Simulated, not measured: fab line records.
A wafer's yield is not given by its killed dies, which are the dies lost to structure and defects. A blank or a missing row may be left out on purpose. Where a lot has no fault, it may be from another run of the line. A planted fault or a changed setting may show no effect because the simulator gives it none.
Struck lot and sound lot, side by side | flow sky130 | 15 out of 708 route steps
Sound: wafers L475.1, L475.2, L475.5. Struck: wafers L479.1, L479.3, L479.4. The cause comes at the end.
At each step with rows: each side's tool, then ch and its chambers, then its first start. Under that, the readings that differ: sound wafers | struck wafers | difference of the means | sigmas: that difference in standard deviations of wafers without a fault.
alike: readings with means less than 2 such deviations apart, plus words and numbers identical on both sides. not compared: withheld readings, readings lacking a value on some wafer, bounds such as >300 that could conceal the same value, and numbers that have no deviation in the record and whose values overlap.
A row with sigmas, a row that says differs or no value, or rows on one side alone: a step with any of these is where the two part. Numbers that have no deviation but don't overlap get no sigmas and don't part them. A reading that every wafer of one side lacks parts them only if that side has two wafers or more.

SKY_METAL1_STRIP_20: strips in O2/N2.
  sound on plasmaAsher-04 ch 0,1, day 38 23:21; struck on plasmaAsher-04 ch 0,1, day 39 02:29
  alike: drypumpMotorCurrentA, o2FlowSccm, oesProductAu, stripTimeToEndpointS
  not compared: rfHoursCounterH
then, 4 steps without rows for these wafers: SKY_METAL1_STRIP_21 (strips in post etch residue remover, time 1200 s); SKY_METAL1_CLEAN_22 (cleans in IPA, time 180 s); SKY_METAL1_CLEAN_23 (cleans in O3/DIW); SKY_VIA1_HDPCVD_00 (deposits SiO2, target thk 1030 nm, time 171.7 s).
SKY_VIA1_THK_MEAS_01:
  sound: filmMetro-02 at day 39 00:03; struck: filmMetro-02 at day 39 03:17
  alike: VIA1_HDPCVD_THK
SKY_VIA1_CMP_02: polishes SiO2.
  sound on cmp-02 ch 0,1,3, day 39 00:19; struck on cmp-02 ch 0,1,2, day 39 03:21
  alike: motorCurrentA
SKY_VIA1_BOW_MEAS_03:
  sound: filmMetro-03 at day 39 00:31; struck: filmMetro-01 at day 39 03:39
  alike: VIA1_BOW
then, 4 steps without rows for these wafers: SKY_VIA1_DEHYDRATE_04 (time 60 s); SKY_VIA1_HMDS_05 (prime time 60 s); SKY_VIA1_COAT_06 (resist thk 60 nm); SKY_VIA1_COAT_07 (resist thk 450 nm).
SKY_VIA1_SOFTBAKE_08: time 90 s.
  sound on lithoTrack-03 ch 0, day 39 12:00; struck on lithoTrack-03 ch 0, day 39 16:00
reading               | sound               | struck            | difference | sigmas
heaterPowerTotalW (W) | 57.50 57.29 57.22   | 56.12 56.37 56.36 | -1.05      | -10
plateTempC (C)        | 100.18 99.97 100.07 | 98.65 98.51 98.59 | -1.49      | -14
then, 1 step without rows for these wafers: SKY_VIA1_EXPOSE_09 (exposes mask VIM, target cd 150 nm).
-- the record jumps here: 11 days lie between the struck wafers' starts before and after (it left off in module VIA1 and takes up again in module PAD_OPEN, whose first step shown is number 708 of the route) --
SKY_PAD_OPEN_PROBE_99:
  sound: prober-01 at day 50 08:31; struck: prober-02 at day 50 14:44
  alike: defectLimitedYield, killed_at_M0_to_M3, killed_at_M4_up, killedAtContacts, killedAtFrontEnd, killedAtOther, killedDies, killedOnRim, killedOpen, killedShort, sort_bin_3_pad_short, sort_bin_5_function, sort_bin_6_memory, sortNPass, sortYieldPct

WHERE THEY PART
Only at SKY_VIA1_SOFTBAKE_08, as far as this record shows. Later steps at which nothing parts them and some readings are alike: SKY_PAD_OPEN_PROBE_99.

WHY: what the simulator had put in
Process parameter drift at SKY_VIA1_SOFTBAKE_08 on lithoTrack-03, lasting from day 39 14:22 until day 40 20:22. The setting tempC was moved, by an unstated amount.
